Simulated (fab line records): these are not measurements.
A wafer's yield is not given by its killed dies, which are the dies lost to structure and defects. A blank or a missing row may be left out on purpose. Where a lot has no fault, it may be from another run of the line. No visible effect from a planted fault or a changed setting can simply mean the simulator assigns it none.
Which tool is to blame? | flow sky130 | Sampling: 24 lots, 72 wafers, 5 of 708 route steps

== WHAT EACH GAUGE READ, for each wafer ==
SKY_METAL4_CD_MEAS_13: the cd target is 300 nm.
lot  | measured     | on        | cd_nm (nm)
L074 | day 41 19:29 | cd_sem-01 | 299.5 300.9 300.4
L075 | day 42 08:22 | cd_sem-01 | 299.9 299.6 300.2
L076 | day 42 13:21 | cd_sem-01 | 299.7 300.6 298.9
L077 | day 43 00:16 | cd_sem-01 | 301.2 299.3 300.4
L078 | day 43 14:23 | cd_sem-01 | 297.8 297.4 299.2
L079 | day 43 21:53 | cd_sem-02 | 297.5 296.5 299.1
L081 | day 44 01:52 | cd_sem-02 | 302.5 302.3 301.8
L080 | day 44 02:34 | cd_sem-01 | 300.0 300.7 301.0
L082 | day 44 11:23 | cd_sem-01 | 297.2 296.8 296.8
L083 | day 44 14:41 | cd_sem-01 | 299.2 299.2 299.8
L084 | day 45 05:23 | cd_sem-02 | 303.3 302.7 302.6
L085 | day 45 06:33 | cd_sem-01 | 297.2 297.5 295.9
L086 | day 45 14:29 | cd_sem-02 | 303.3 301.6 302.8
L087 | day 45 18:04 | cd_sem-02 | 298.9 299.4 300.0
L088 | day 45 22:14 | cd_sem-02 | 299.3 300.2 300.0
L089 | day 46 05:12 | cd_sem-01 | 300.7 302.0 301.4
L090 | day 46 05:49 | cd_sem-02 | 298.7 297.9 299.0
L091 | day 46 12:23 | cd_sem-01 | 296.6 298.7 297.7
L092 | day 46 21:08 | cd_sem-01 | 301.6 301.4 300.5
L093 | day 47 00:34 | cd_sem-01 | 300.2 298.0 299.8
L094 | day 47 05:52 | cd_sem-01 | 299.9 298.2 298.1
L095 | day 47 12:17 | cd_sem-01 | 299.5 300.5 300.3
L096 | day 47 15:02 | cd_sem-02 | 303.1 302.7 301.4
L097 | day 47 20:19 | cd_sem-01 | 298.3 299.5 298.9

SKY_METAL5_RS_MEAS_05: measures by four-point-probe.
lot  | measured     | on            | METAL5_ALCU_RS (ohm/sq)
L074 | day 42 22:18 | film_metro-02 | 0.02742 0.02745 0.02768
L075 | day 43 11:18 | film_metro-03 | 0.02746 0.02744 0.02758
L076 | day 43 16:14 | film_metro-03 | 0.02727 0.02682 0.02704
L077 | day 44 03:03 | film_metro-01 | 0.02672 0.02678 0.02677
L078 | day 44 15:53 | film_metro-02 | 0.02748 0.02766 0.02758
L079 | day 44 23:23 | film_metro-03 | 0.02752 0.02725 0.02769
L081 | day 45 02:55 | film_metro-02 | 0.027 0.0271 0.02702
L080 | day 45 04:05 | film_metro-02 | 0.02653 0.02679 0.02706
L082 | day 45 12:22 | film_metro-01 | 0.02738 0.02723 0.02724
L083 | day 45 15:59 | film_metro-03 | 0.02706 0.02688 0.02662
L084 | day 46 09:18 | film_metro-03 | 0.02733 0.02738 0.02704
L085 | day 46 09:55 | film_metro-02 | 0.02716 0.0267 0.0267
L086 | day 46 16:32 | film_metro-01 | 0.02693 0.02723 0.02728
L087 | day 46 20:06 | film_metro-02 | 0.02694 0.0273 0.02702
L088 | day 46 21:37 | film_metro-03 | 0.02726 0.02735 0.02728
L089 | day 47 04:19 | film_metro-02 | 0.02707 0.02703 0.02687
L090 | day 47 05:46 | film_metro-01 | 0.02691 0.02659 0.0268
L091 | day 47 13:37 | film_metro-01 | 0.02751 0.02725 0.0275
L092 | day 47 20:37 | film_metro-02 | 0.02668 0.02692 0.02701
L093 | day 47 23:05 | film_metro-03 | 0.02731 0.02706 0.02729
L094 | day 48 04:25 | film_metro-01 | 0.02681 0.02692 0.02689
L095 | day 48 10:20 | film_metro-02 | 0.02706 0.02734 0.02691
L096 | day 48 14:07 | film_metro-02 | 0.02727 0.02772 0.0275
L097 | day 48 17:58 | film_metro-02 | 0.02667 0.02686 0.02697

== TOOL THAT RAN EACH LOT (tool first, then ch and the chambers of the sampled wafers, then the start) ==
lot  | SKY_METAL3_DESCUM_15              | SKY_METAL3_ETCH_17                 | SKY_METAL4_DESCUM_15
L074 | rie_metal-01 ch 0,1, day 38 12:07 | rie_diel-01 ch 0,1,2, day 38 12:14 | rie_metal-03 ch 1, day 41 19:37
L075 | rie_metal-01 ch 0,1, day 39 02:35 | rie_diel-01 ch 1,2, day 39 02:43   | rie_metal-01 ch 0,1, day 42 08:31
L076 | rie_metal-04 ch 0,1, day 39 07:45 | rie_diel-04 ch 1,3, day 39 07:52   | rie_metal-03 ch 0,1, day 42 13:29
L077 | rie_metal-04 ch 0,1, day 39 18:49 | rie_diel-02 ch 0,1,2, day 39 18:56 | rie_metal-03 ch 0, day 43 00:25
L078 | rie_metal-02 ch 1, day 40 08:29   | rie_diel-02 ch 0,1,3, day 40 08:43 | rie_metal-01 ch 0,1, day 43 14:30
L079 | rie_metal-01 ch 0, day 40 17:23   | rie_diel-04 ch 1,3, day 40 17:34   | rie_metal-03 ch 0,1, day 43 22:01
L081 | rie_metal-01 ch 0,1, day 40 21:58 | rie_diel-01 ch 0,1,3, day 40 22:06 | rie_metal-02 ch 0,1, day 44 02:01
L080 | rie_metal-04 ch 0,1, day 40 23:20 | rie_diel-02 ch 0,2,3, day 40 23:28 | rie_metal-03 ch 0,1, day 44 02:43
L082 | rie_metal-01 ch 0,1, day 41 08:53 | rie_diel-04 ch 0,1, day 41 09:01   | rie_metal-03 ch 0,1, day 44 11:32
L083 | rie_metal-01 ch 0,1, day 41 12:05 | rie_diel-01 ch 0,2,3, day 41 12:13 | rie_metal-03 ch 0,1, day 44 14:48
L084 | rie_metal-04 ch 0,1, day 42 03:32 | rie_diel-01 ch 0,1,3, day 42 03:40 | rie_metal-03 ch 0,1, day 45 05:32
L085 | rie_metal-04 ch 0, day 42 05:26   | rie_diel-04 ch 0,3, day 42 05:34   | rie_metal-03 ch 0,1, day 45 06:41
L086 | rie_metal-04 ch 0,1, day 42 13:07 | rie_diel-02 ch 0,1,3, day 42 13:15 | rie_metal-02 ch 0,1, day 45 14:38
L087 | rie_metal-04 ch 0,1, day 42 17:46 | rie_diel-04 ch 0,1, day 42 17:53   | rie_metal-01 ch 0,1, day 45 18:13
L088 | rie_metal-01 ch 0,1, day 42 23:34 | rie_diel-01 ch 1,2, day 42 23:41   | rie_metal-03 ch 0,1, day 45 22:22
L089 | rie_metal-02 ch 0,1, day 43 05:34 | rie_diel-01 ch 0,1,2, day 43 05:41 | rie_metal-02 ch 0,1, day 46 05:19
L090 | rie_metal-04 ch 1, day 43 07:38   | rie_diel-01 ch 0,1,2, day 43 07:46 | rie_metal-03 ch 0,1, day 46 05:58
L091 | rie_metal-04 ch 1, day 43 15:26   | rie_diel-01 ch 0,1, day 43 15:34   | rie_metal-03 ch 0,1, day 46 12:31
L092 | rie_metal-01 ch 0,1, day 44 02:28 | rie_diel-04 ch 0,1,3, day 44 02:35 | rie_metal-03 ch 0,1, day 46 21:17
L093 | rie_metal-01 ch 0,1, day 44 06:44 | rie_diel-04 ch 0,1,3, day 44 06:52 | rie_metal-02 ch 0,1, day 47 00:43
L094 | rie_metal-01 ch 0, day 44 12:52   | rie_diel-01 ch 0,1,3, day 44 12:59 | rie_metal-01 ch 0, day 47 06:01
L095 | rie_metal-02 ch 0,1, day 44 20:52 | rie_diel-01 ch 0,3, day 44 21:00   | rie_metal-01 ch 0,1, day 47 12:25
L096 | rie_metal-02 ch 0,1, day 44 23:01 | rie_diel-01 ch 1,2,3, day 44 23:08 | rie_metal-01 ch 0,1, day 47 15:11
L097 | rie_metal-04 ch 0,1, day 45 03:56 | rie_diel-02 ch 1,2,3, day 45 04:03 | rie_metal-02 ch 0,1, day 47 20:25
- SKY_METAL3_DESCUM_15: chemistry O2, time 8 s.
- SKY_METAL3_ETCH_17: etches SiO2 in C4F8/O2/Ar, stops on TiN, time 3.9 s, target depth 15 nm.
- SKY_METAL4_DESCUM_15: chemistry O2, time 8 s.

== AS READ BY THE TOOLS THEMSELVES (means over the sampled wafers that have a number; for cases with no such wafer, the mark the record gives instead) ==
SKY_METAL3_DESCUM_15.
lot  | tool         | drypump_motor_current_A (A) | he_backside_leak_sccm (sccm) | oes_product_au (a.u.) | temp_c (C)
L074 | rie_metal-01 | 5.2                         | 3.46                         | 1.007                 | 40.03
L075 | rie_metal-01 | 5.1                         | 3.39                         | 1.006                 | 39.98
L076 | rie_metal-04 | 6.4                         | 3.40                         | 0.999                 | 40.08
L077 | rie_metal-04 | 5.9                         | 3.28                         | 0.995                 | 39.92
L078 | rie_metal-02 | 6.4                         | 3.45                         | 1.002                 | 39.89
L079 | rie_metal-01 | 5.3                         | 3.62                         | 0.999                 | 39.88
L081 | rie_metal-01 | 5.1                         | 3.38                         | 1.004                 | 40.08
L080 | rie_metal-04 | 6.4                         | 3.39                         | 1.006                 | 39.89
L082 | rie_metal-01 | 5.0                         | 3.27                         | 0.996                 | 40.02
L083 | rie_metal-01 | 5.0                         | 3.27                         | 0.999                 | 40.01
L084 | rie_metal-04 | 5.9                         | 3.48                         | 1.008                 | 39.98
L085 | rie_metal-04 | 5.5                         | 3.24                         | 1.009                 | 40.04
L086 | rie_metal-04 | 6.4                         | 3.39                         | 1.002                 | 39.98
L087 | rie_metal-04 | 5.9                         | 3.27                         | 1.014                 | 40.00
L088 | rie_metal-01 | 5.0                         | 3.27                         | 1.000                 | 39.92
L089 | rie_metal-02 | 6.1                         | 3.33                         | 1.002                 | 40.04
L090 | rie_metal-04 | 6.8                         | 3.56                         | 1.013                 | 40.04
L091 | rie_metal-04 | 6.8                         | 3.41                         | 1.005                 | 40.10
L092 | rie_metal-01 | 5.1                         | 3.42                         | 0.996                 | 39.90
L093 | rie_metal-01 | 5.2                         | 3.49                         | 1.006                 | 39.98
L094 | rie_metal-01 | 5.3                         | 3.58                         | 1.000                 | 39.85
L095 | rie_metal-02 | 6.2                         | 3.36                         | 0.995                 | 40.07
L096 | rie_metal-02 | 6.1                         | 3.28                         | 1.007                 | 39.99
L097 | rie_metal-04 | 6.4                         | 3.45                         | 1.010                 | 39.92

SKY_METAL3_ETCH_17.
lot  | tool        | oes_product_au (a.u.)
L074 | rie_diel-01 | 0.759
L075 | rie_diel-01 | 0.760
L076 | rie_diel-04 | 0.751
L077 | rie_diel-02 | 0.756
L078 | rie_diel-02 | 0.755
L079 | rie_diel-04 | 0.760
L081 | rie_diel-01 | 0.760
L080 | rie_diel-02 | 0.758
L082 | rie_diel-04 | 0.757
L083 | rie_diel-01 | 0.754
L084 | rie_diel-01 | 0.759
L085 | rie_diel-04 | 0.755
L086 | rie_diel-02 | 0.749
L087 | rie_diel-04 | 0.756
L088 | rie_diel-01 | 0.760
L089 | rie_diel-01 | 0.759
L090 | rie_diel-01 | 0.755
L091 | rie_diel-01 | 0.755
L092 | rie_diel-04 | 0.758
L093 | rie_diel-04 | 0.757
L094 | rie_diel-01 | 0.756
L095 | rie_diel-01 | 0.750
L096 | rie_diel-01 | 0.757
L097 | rie_diel-02 | 0.764

SKY_METAL4_DESCUM_15.
lot  | tool         | drypump_motor_current_A (A) | he_backside_leak_sccm (sccm) | oes_product_au (a.u.) | temp_c (C)
L074 | rie_metal-03 | 5.8                         | 3.21                         | 1.010                 | 40.09
L075 | rie_metal-01 | 5.0                         | 3.40                         | 0.995                 | 40.01
L076 | rie_metal-03 | 5.3                         | 3.36                         | 1.016                 | 40.02
L077 | rie_metal-03 | 5.0                         | 3.29                         | 1.012                 | 40.22
L078 | rie_metal-01 | 5.2                         | 3.43                         | 1.000                 | 39.94
L079 | rie_metal-03 | 5.3                         | 3.10                         | 1.015                 | 39.99
L081 | rie_metal-02 | 6.1                         | 3.33                         | 1.001                 | 40.03
L080 | rie_metal-03 | 5.3                         | 3.23                         | 1.009                 | 39.90
L082 | rie_metal-03 | 5.5                         | 3.23                         | 1.001                 | 39.98
L083 | rie_metal-03 | 5.3                         | 3.77                         | 1.002                 | 40.05
L084 | rie_metal-03 | 5.3                         | 3.16                         | 1.008                 | 39.93
L085 | rie_metal-03 | 5.3                         | 3.02                         | 1.013                 | 40.07
L086 | rie_metal-02 | 6.2                         | 3.32                         | 1.004                 | 40.02
L087 | rie_metal-01 | 5.1                         | 3.51                         | 0.992                 | 39.87
L088 | rie_metal-03 | 5.3                         | 3.49                         | 1.008                 | 39.97
L089 | rie_metal-02 | 6.1                         | 3.45                         | 1.002                 | 40.13
L090 | rie_metal-03 | 5.5                         | 3.19                         | 1.003                 | 39.95
L091 | rie_metal-03 | 5.3                         | 3.32                         | 1.010                 | 40.00
L092 | rie_metal-03 | 5.5                         | 3.25                         | 1.007                 | 40.07
L093 | rie_metal-02 | 6.1                         | 3.19                         | 1.001                 | 40.05
L094 | rie_metal-01 | 5.2                         | 3.69                         | 1.001                 | 39.99
L095 | rie_metal-01 | 5.0                         | 3.27                         | 0.994                 | 39.88
L096 | rie_metal-01 | 5.0                         | 3.17                         | 0.989                 | 39.92
L097 | rie_metal-02 | 6.3                         | 3.33                         | 0.992                 | 39.99

== THE ANSWER, worked out from the rows above alone ==
Rule: the lots themselves supply what counts as usual. Put in order of their means at a reading, lots are off if they are a third of the lots or fewer, leave a main group of 4 or more, and stand apart from it by a gap of 3 or more times the standard deviation of the main group's means; of several such gaps the widest counts. A main group is skipped when, at the precision printed for the reading in the tables above, its means are all equal. Also off: a lot with no number at a reading for which 4 or more lots have one. The other lots that the step has rows for count as sound. The gauges are gone through in route order, then the tools' own readings, and for those a lot's mean is taken as printed above. The first step at which some lot is off is used, and at that step the reading that is off furthest; a lot without a number counts as furthest.
No lot is off on any of the readings shown, so nothing can be concluded from this.

== WHAT WAS PUT IN BY THE SIMULATOR ==
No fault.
